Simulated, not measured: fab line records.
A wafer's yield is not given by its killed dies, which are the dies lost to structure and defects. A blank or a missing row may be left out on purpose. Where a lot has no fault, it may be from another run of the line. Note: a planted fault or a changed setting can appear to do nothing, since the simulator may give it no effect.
A lot that was struck, set against a sound lot + flow sky130 + 22 out of 708 route steps
Sound: wafers L860.1, L860.3, L860.5. Wafers struck: L863.1, L863.5, L863.6. The cause is given at the end.
Per side, at each step with rows, come the tool, then ch with its chambers, and then its first start. Under that, the readings that differ: sound wafers + struck wafers + difference of the means + sigmas: that difference in standard deviations of wafers without a fault.
alike: readings whose means differ by less than 2 such deviations, and words and numbers that are the same on both sides. not compared: withheld readings, readings that some wafer has no value for, bounds like >300 that may hide the same value, and numbers for which the record gives no deviation and whose values overlap.
Wherever a step has rows on one side only, a row that says differs or no value, or a row with sigmas, the two part there. Numbers that don't overlap but have no deviation are shown without sigmas and don't part them. A reading that every wafer of one side lacks parts them only if that side has two wafers or more.

SKY_POLY_GATE_THK_MEAS_21:
  sound on film_metro-03 at day 17 19:53; struck on film_metro-02 at day 18 19:07
  alike: POLY_GATE_OXIDATION_THK
SKY_POLY_GATE_CD_MEAS_22:
  sound on cd_sem-02 at day 17 19:56; struck on cd_sem-02 at day 18 19:11
  alike: cd_nm
then, 7 steps without rows for these wafers: SKY_LDD_N_DEHYDRATE_00 (time 60 s); SKY_LDD_N_HMDS_01 (prime time 60 s); SKY_LDD_N_COAT_02 (resist thk 300 nm); SKY_LDD_N_SOFTBAKE_03 (time 60 s); SKY_LDD_N_EXPOSE_04 (exposes mask NTM, target cd 840 nm); SKY_LDD_N_PEB_05; SKY_LDD_N_DEVELOP_06 (develop time 60 s).
SKY_LDD_N_OVL_MEAS_07:
  sound on overlay-02 at day 19 02:36; struck on overlay-01 at day 20 02:09
| reading        | sound       | struck         | difference | sigmas |
|----------------|-------------|----------------|------------|--------|
| LDD_N_OVL (nm) | 0.1 3.1 2.3 | -1.8 -0.8 -0.5 | -2.9       | -2     |
then, 2 steps without rows for these wafers: SKY_LDD_N_IMPLANT_08; SKY_LDD_N_IMPLANT_09.
SKY_LDD_N_IMPLANT_10:
  sound on implanter-02 ch 0, day 19 02:56; struck on implanter-01 ch 0, day 20 02:29
| reading            | sound                         | struck                      | difference | sigmas      |
|--------------------|-------------------------------|-----------------------------|------------|-------------|
| dose_ions_cm2      | 7.499e+13 7.501e+13 7.492e+13 | 4.497e+13 4.491e+13 4.5e+13 | -3.001e+13 | -99 or more |
| faraday_current_uA | 416 422 404                   | 250 247 255                 | -163       | -19         |
then, 5 steps without rows for these wafers: SKY_LDD_N_IMPLANT_11; SKY_LDD_N_IMPLANT_12; SKY_LDD_N_IMPLANT_13; SKY_LDD_N_IMPLANT_14; SKY_LDD_N_IMPLANT_15.
SKY_LDD_N_STRIP_16: strips in O2/N2.
  sound on plasma_asher-04 ch 0,1, day 19 03:50; struck on plasma_asher-03 ch 0,1, day 20 03:23
| reading                      | sound             | struck            | difference | sigmas |
|------------------------------|-------------------|-------------------|------------|--------|
| strip_time_to_endpoint_s (s) | 4.313 4.319 4.333 | 4.240 4.244 4.239 | -0.081     | -5     |
  alike: drypump_motor_current_A, n2_flow_sccm, oes_product_au
  not compared: rf_hours_counter_h
SKY_LDD_N_TW_MEAS_17:
  sound on film_metro-04 at day 19 03:56; struck on film_metro-03 at day 20 03:29
| reading  | sound          | struck         | difference | sigmas |
|----------|----------------|----------------|------------|--------|
| LDD_N_TW | 2608 2613 2613 | 2533 2540 2535 | -75        | -4     |
then, 1 step without rows for these wafers: SKY_LDD_P_DEHYDRATE_00 (time 60 s).
-- record jumps: 27 days separate the struck wafers' starts on either side; left off in module LDD_P, taken up again in module PAD_OPEN, whose first shown step is the route's number 708 --
SKY_PAD_OPEN_PROBE_99:
  record: rows for the struck wafers here (prober-02, day 47 11:53), none for the sound ones

WHERE THEY PART
First at SKY_LDD_N_OVL_MEAS_07; last, within this record, at SKY_PAD_OPEN_PROBE_99.

WHY: whatever the simulator had introduced
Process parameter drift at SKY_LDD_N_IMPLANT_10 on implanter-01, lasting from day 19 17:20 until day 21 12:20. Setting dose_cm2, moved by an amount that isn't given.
